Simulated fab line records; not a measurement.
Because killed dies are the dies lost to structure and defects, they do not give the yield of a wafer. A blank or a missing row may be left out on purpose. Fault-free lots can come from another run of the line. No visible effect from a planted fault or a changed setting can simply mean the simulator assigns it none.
Which tool did it? + flow sky130 + 13 lots, 39 wafers sampled, at 7 steps of a route of 708

== WHAT THE GAUGES READ, wafer by wafer ==
SKY_POLY_GATE_THK_MEAS_04.
| lot  | measured     | on            | POLY_GATE_CVD_03_THK (nm) |
|------|--------------|---------------|---------------------------|
| L835 | day 15 06:49 | film metro-03 | 75.5 75.4 75.5            |
| L836 | day 15 16:25 | film metro-03 | 74.0 74.3 73.3            |
| L838 | day 16 19:50 | film metro-04 | 98.3 98.8 98.8            |
| L846 | day 19 11:05 | film metro-03 | 75.7 76.2 76.5            |
| L847 | day 19 21:19 | film metro-01 | 75.7 75.9 76.7            |
| L848 | day 20 03:37 | film metro-03 | 74.9 74.5 76.2            |
| L849 | day 20 14:59 | film metro-04 | 75.1 74.8 75.0            |
| L850 | day 20 18:41 | film metro-04 | 74.8 74.3 74.8            |
| L851 | day 21 09:56 | film metro-04 | 73.5 74.0 73.9            |
| L853 | day 22 04:52 | film metro-04 | 74.9 74.6 74.4            |
| L855 | day 22 18:00 | film metro-01 | 74.1 73.8 74.0            |
| L856 | day 23 05:50 | film metro-04 | 75.2 75.4 75.1            |
| L857 | day 23 09:59 | film metro-03 | 74.8 73.9 74.9            |

SKY_VIA3_THK_MEAS_01.
| lot  | measured     | on            | VIA3_HDPCVD_THK (nm) |
|------|--------------|---------------|----------------------|
| L835 | day 38 16:44 | film metro-04 | 1634 1608 1625       |
| L836 | day 39 03:31 | film metro-03 | 1623 1630 1639       |
| L838 | day 39 23:11 | film metro-04 | 1671 1635 1641       |
| L846 | day 42 04:04 | film metro-04 | 1649 1649 1647       |
| L847 | day 42 11:08 | film metro-04 | 1621 1610 1627       |
| L848 | day 42 16:26 | film metro-03 | 1623 1633 1633       |
| L849 | day 42 23:23 | film metro-03 | 1638 1616 1620       |
| L850 | day 43 00:50 | film metro-03 | 1619 1618 1647       |
| L851 | day 43 14:44 | film metro-04 | 1577 1622 1628       |
| L853 | day 44 03:55 | film metro-03 | 1645 1630 1621       |
| L855 | day 44 11:42 | film metro-04 | 1648 1614 1607       |
| L856 | day 44 20:02 | film metro-03 | 1632 1624 1630       |
| L857 | day 45 00:58 | film metro-01 | 1646 1611 1620       |

== WHAT TOOL EACH LOT RAN ON (gives the tool, then ch and the chambers of the sampled wafers, and finally the start) ==
| lot  | SKY_POLY_GATE_CVD_03        | SKY_POLY_GATE_ETCH_16              | SKY_POLY_CUT_ETCH_11               | SKY_VIA1_ETCH_14                   | SKY_METAL3_STRIP_19                  |
|------|-----------------------------|------------------------------------|------------------------------------|------------------------------------|--------------------------------------|
| L835 | lpcvd-02 ch 0, day 15 05:26 | rie diel-01 ch 2,3, day 16 09:52   | rie diel-04 ch 0,1,2, day 24 08:52 | rie diel-04 ch 0,1,2, day 34 02:29 | plasma asher-02 ch 0,1, day 38 15:58 |
| L836 | lpcvd-02 ch 1, day 15 15:02 | rie diel-03 ch 0,1,3, day 16 20:40 | rie diel-02 ch 1,2, day 24 20:44   | rie diel-04 ch 1,2, day 34 12:41   | plasma asher-03 ch 0,1, day 39 02:47 |
| L838 | lpcvd-02 ch 0, day 16 18:29 | rie diel-01 ch 1,2,3, day 18 01:49 | rie diel-04 ch 0,1,3, day 26 00:02 | rie diel-04 ch 2,3, day 35 10:50   | plasma asher-02 ch 0,1, day 39 22:25 |
| L846 | lpcvd-02 ch 0, day 19 09:44 | rie diel-04 ch 1,2,3, day 20 18:24 | rie diel-01 ch 0,2, day 28 11:45   | rie diel-02 ch 0,1,3, day 37 20:11 | plasma asher-03 ch 0,1, day 42 03:19 |
| L847 | lpcvd-02 ch 1, day 19 19:56 | rie diel-03 ch 0,2, day 21 04:27   | rie diel-04 ch 1,2, day 28 20:07   | rie diel-02 ch 1,2,3, day 38 00:59 | plasma asher-01 ch 0,1, day 42 10:22 |
| L848 | lpcvd-02 ch 1, day 20 02:14 | rie diel-01 ch 0,1,2, day 21 11:01 | rie diel-04 ch 0,1,3, day 29 01:07 | rie diel-02 ch 0,1,3, day 38 08:47 | plasma asher-03 ch 0,1, day 42 15:41 |
| L849 | lpcvd-02 ch 1, day 20 13:38 | rie diel-01 ch 0,1,2, day 21 22:33 | rie diel-01 ch 0,1,2, day 29 13:10 | rie diel-02 ch 0,2,3, day 38 16:20 | plasma asher-03 ch 0,1, day 42 22:34 |
| L850 | lpcvd-02 ch 1, day 20 17:19 | rie diel-03 ch 0,3, day 22 02:22   | rie diel-01 ch 0,3, day 29 14:25   | rie diel-02 ch 0,1,3, day 38 19:17 | plasma asher-01 ch 0,1, day 43 00:01 |
| L851 | lpcvd-02 ch 1, day 21 07:53 | rie diel-04 ch 0,1,3, day 22 17:10 | rie diel-04 ch 2,3, day 30 06:02   | rie diel-03 ch 1,3, day 39 10:08   | plasma asher-01 ch 0,1, day 43 13:59 |
| L853 | lpcvd-02 ch 1, day 22 02:49 | rie diel-01 ch 1,2,3, day 23 11:28 | rie diel-01 ch 0,1,3, day 30 23:13 | rie diel-03 ch 0,1,2, day 39 22:56 | plasma asher-03 ch 0,1, day 44 02:44 |
| L855 | lpcvd-02 ch 0, day 22 15:57 | rie diel-01 ch 0,2,3, day 24 00:33 | rie diel-04 ch 0,1,3, day 31 11:37 | rie diel-04 ch 2,3, day 40 08:38   | plasma asher-01 ch 0,1, day 44 10:57 |
| L856 | lpcvd-02 ch 0, day 23 03:48 | rie diel-04 ch 0,2,3, day 24 12:46 | rie diel-02 ch 0,1,3, day 31 18:46 | rie diel-04 ch 0,2,3, day 40 16:14 | plasma asher-03 ch 0,1, day 44 19:16 |
| L857 | lpcvd-02 ch 1, day 23 07:56 | rie diel-04 ch 1,2,3, day 24 16:42 | rie diel-04 ch 0,1,3, day 32 00:52 | rie diel-03 ch 0,1,2, day 40 22:05 | plasma asher-03 ch 0,1, day 44 23:52 |
- SKY_POLY_GATE_CVD_03: deposits Si3N4 from DCS/NH3, target thk 75 nm, time 1290 s.
- SKY_POLY_GATE_ETCH_16: etches Si3N4 in CH3F/O2, stops on poly-Si, time 147.5 s, target depth 75 nm.
- SKY_POLY_CUT_ETCH_11: etches Si3N4 in CF4/CH2F2/Ar, stops on poly-Si, time 42.5 s, target depth 60 nm.
- SKY_VIA1_ETCH_14: etches BARC in N2/H2, stops on SiO2, time 45.9 s, target depth 60 nm.
- SKY_METAL3_STRIP_19: strips in O2/N2.

== WHAT THE TOOLS THEMSELVES READ (means of the sampled wafers that have a number; where no wafer has one, the mark that the record gives instead) ==
SKY_POLY_GATE_CVD_03.
| lot  | tool     | spike tc bottom C (C) |
|------|----------|-----------------------|
| L835 | lpcvd-02 | 782                   |
| L836 | lpcvd-02 | 789                   |
| L838 | lpcvd-02 | 782                   |
| L846 | lpcvd-02 | 781                   |
| L847 | lpcvd-02 | 789                   |
| L848 | lpcvd-02 | 790                   |
| L849 | lpcvd-02 | 789                   |
| L850 | lpcvd-02 | 789                   |
| L851 | lpcvd-02 | 789                   |
| L853 | lpcvd-02 | 789                   |
| L855 | lpcvd-02 | 782                   |
| L856 | lpcvd-02 | 781                   |
| L857 | lpcvd-02 | 789                   |

SKY_POLY_GATE_ETCH_16.
| lot  | tool        | drypump motor current A (A) | oes product au (a.u.) | rf fwd power W (W) | throttle valve pct (%) |
|------|-------------|-----------------------------|-----------------------|--------------------|------------------------|
| L835 | rie diel-01 | 5.6                         | 0.638                 | 399.7              | 10.539                 |
| L836 | rie diel-03 | 5.7                         | 0.636                 | 399.0              | 10.520                 |
| L838 | rie diel-01 | 5.8                         | 0.724                 | 398.7              | 10.551                 |
| L846 | rie diel-04 | 5.5                         | 0.645                 | 397.2              | 10.530                 |
| L847 | rie diel-03 | 5.2                         | 0.646                 | 398.3              | 10.532                 |
| L848 | rie diel-01 | 5.8                         | 0.648                 | 399.9              | 10.538                 |
| L849 | rie diel-01 | 5.8                         | 0.640                 | 398.1              | 10.531                 |
| L850 | rie diel-03 | 5.9                         | 0.642                 | 398.7              | 10.523                 |
| L851 | rie diel-04 | 5.9                         | 0.637                 | 398.1              | 10.533                 |
| L853 | rie diel-01 | 5.7                         | 0.640                 | 398.8              | 10.526                 |
| L855 | rie diel-01 | 5.6                         | 0.636                 | 399.7              | 10.541                 |
| L856 | rie diel-04 | 5.7                         | 0.639                 | 398.4              | 10.527                 |
| L857 | rie diel-04 | 5.5                         | 0.634                 | 398.6              | 10.533                 |

SKY_POLY_CUT_ETCH_11.
| lot  | tool        | drypump motor current A (A) | oes product au (a.u.) | rf fwd power W (W) | throttle valve pct (%) |
|------|-------------|-----------------------------|-----------------------|--------------------|------------------------|
| L835 | rie diel-04 | 5.6                         | 0.830                 | 594.6              | 14.996                 |
| L836 | rie diel-02 | 5.4                         | 0.826                 | 592.4              | 14.992                 |
| L838 | rie diel-04 | 5.9                         | 0.970                 | 593.5              | 15.013                 |
| L846 | rie diel-01 | 5.7                         | 0.837                 | 594.0              | 14.993                 |
| L847 | rie diel-04 | 5.4                         | 0.836                 | 595.4              | 15.000                 |
| L848 | rie diel-04 | 5.9                         | 0.829                 | 592.5              | 14.990                 |
| L849 | rie diel-01 | 5.8                         | 0.829                 | 595.7              | 15.001                 |
| L850 | rie diel-01 | 5.6                         | 0.828                 | 593.9              | 14.999                 |
| L851 | rie diel-04 | 5.4                         | 0.825                 | 592.0              | 14.994                 |
| L853 | rie diel-01 | 5.7                         | 0.826                 | 594.2              | 14.996                 |
| L855 | rie diel-04 | 5.9                         | 0.824                 | 593.8              | 14.996                 |
| L856 | rie diel-02 | 5.1                         | 0.828                 | 592.4              | 14.986                 |
| L857 | rie diel-04 | 5.9                         | 0.828                 | 593.7              | 14.996                 |

SKY_VIA1_ETCH_14.
| lot  | tool        | drypump motor current A (A) | h2 flow sccm (sccm) | oes product au (a.u.) | rf fwd power W (W) | throttle valve pct (%) |
|------|-------------|-----------------------------|---------------------|-----------------------|--------------------|------------------------|
| L835 | rie diel-04 | 5.5                         | 199.8               | 0.849                 | 494.3              | 13.222                 |
| L836 | rie diel-04 | 5.4                         | 200.4               | 0.853                 | 494.5              | 13.220                 |
| L838 | rie diel-04 | 5.4                         | 199.5               | 0.850                 | 494.7              | 13.223                 |
| L846 | rie diel-02 | 5.1                         | 200.5               | 0.856                 | 494.3              | 13.218                 |
| L847 | rie diel-02 | 5.1                         | 199.9               | 0.852                 | 495.3              | 13.235                 |
| L848 | rie diel-02 | 5.1                         | 200.5               | 0.856                 | 495.0              | 13.229                 |
| L849 | rie diel-02 | 5.1                         | 200.3               | 0.852                 | 493.3              | 13.231                 |
| L850 | rie diel-02 | 5.1                         | 199.7               | 0.850                 | 496.5              | 13.231                 |
| L851 | rie diel-03 | 5.4                         | 199.6               | 0.852                 | 496.5              | 13.227                 |
| L853 | rie diel-03 | 5.4                         | 200.5               | 0.854                 | 495.7              | 13.227                 |
| L855 | rie diel-04 | 5.4                         | 200.0               | 0.861                 | 493.8              | 13.227                 |
| L856 | rie diel-04 | 5.7                         | 199.9               | 0.857                 | 496.5              | 13.235                 |
| L857 | rie diel-03 | 5.4                         | 200.0               | 0.855                 | 494.6              | 13.226                 |

SKY_METAL3_STRIP_19.
| lot  | tool            | drypump motor current A (A) | oes product au (a.u.) | strip time to endpoint s (s) |
|------|-----------------|-----------------------------|-----------------------|------------------------------|
| L835 | plasma asher-02 | 6.0                         | 0.502                 | 6.46                         |
| L836 | plasma asher-03 | 5.7                         | 0.502                 | 6.55                         |
| L838 | plasma asher-02 | 6.2                         | 0.497                 | 6.46                         |
| L846 | plasma asher-03 | 5.7                         | 0.500                 | 6.48                         |
| L847 | plasma asher-01 | 5.2                         | 0.500                 | 6.52                         |
| L848 | plasma asher-03 | 6.0                         | 0.501                 | 6.53                         |
| L849 | plasma asher-03 | 6.0                         | 0.495                 | 6.45                         |
| L850 | plasma asher-01 | 5.3                         | 0.505                 | 6.59                         |
| L851 | plasma asher-01 | 5.3                         | 0.500                 | 6.45                         |
| L853 | plasma asher-03 | 5.7                         | 0.501                 | 6.51                         |
| L855 | plasma asher-01 | 5.4                         | 0.506                 | 6.59                         |
| L856 | plasma asher-03 | 6.0                         | 0.504                 | 6.48                         |
| L857 | plasma asher-03 | 5.7                         | 0.499                 | 6.49                         |

== THE ANSWER, worked out from the rows above alone ==
Rule: usual is defined by the lots themselves. Put in order of their means at a reading, lots are off if they are a third of the lots or fewer, leave a main group of 4 or more, and stand apart from it by a gap of 3 or more times the standard deviation of the main group's means; of several such gaps the widest counts. A main group is skipped when, at the precision printed for the reading in the tables above, its means are all equal. Also off: a lot with no number at a reading for which 4 or more lots have one. Any other lot the step has rows for is counted as sound. First the gauges in route order, then the tools' own readings, where a lot's mean is used as printed above. The first step at which some lot is off is used, and at that step the reading that is off furthest; a lot without a number counts as furthest.
Off: L838, seen at SKY_POLY_GATE_THK_MEAS_04 (POLY_GATE_CVD_03_THK). For the main group the mean is 74.9 nm and the standard deviation 0.76.
A tool fits if, at a process step before that reading, it ran every lot that is off, and no sound lot after the first of them. Not tried: the gauges at SKY_POLY_GATE_THK_MEAS_04; whatever is off there is also off at SKY_POLY_GATE_ETCH_16, on other tools, and gauge error can't account for it. None of those tried fits.

== WHAT WAS PUT IN BY THE SIMULATOR ==
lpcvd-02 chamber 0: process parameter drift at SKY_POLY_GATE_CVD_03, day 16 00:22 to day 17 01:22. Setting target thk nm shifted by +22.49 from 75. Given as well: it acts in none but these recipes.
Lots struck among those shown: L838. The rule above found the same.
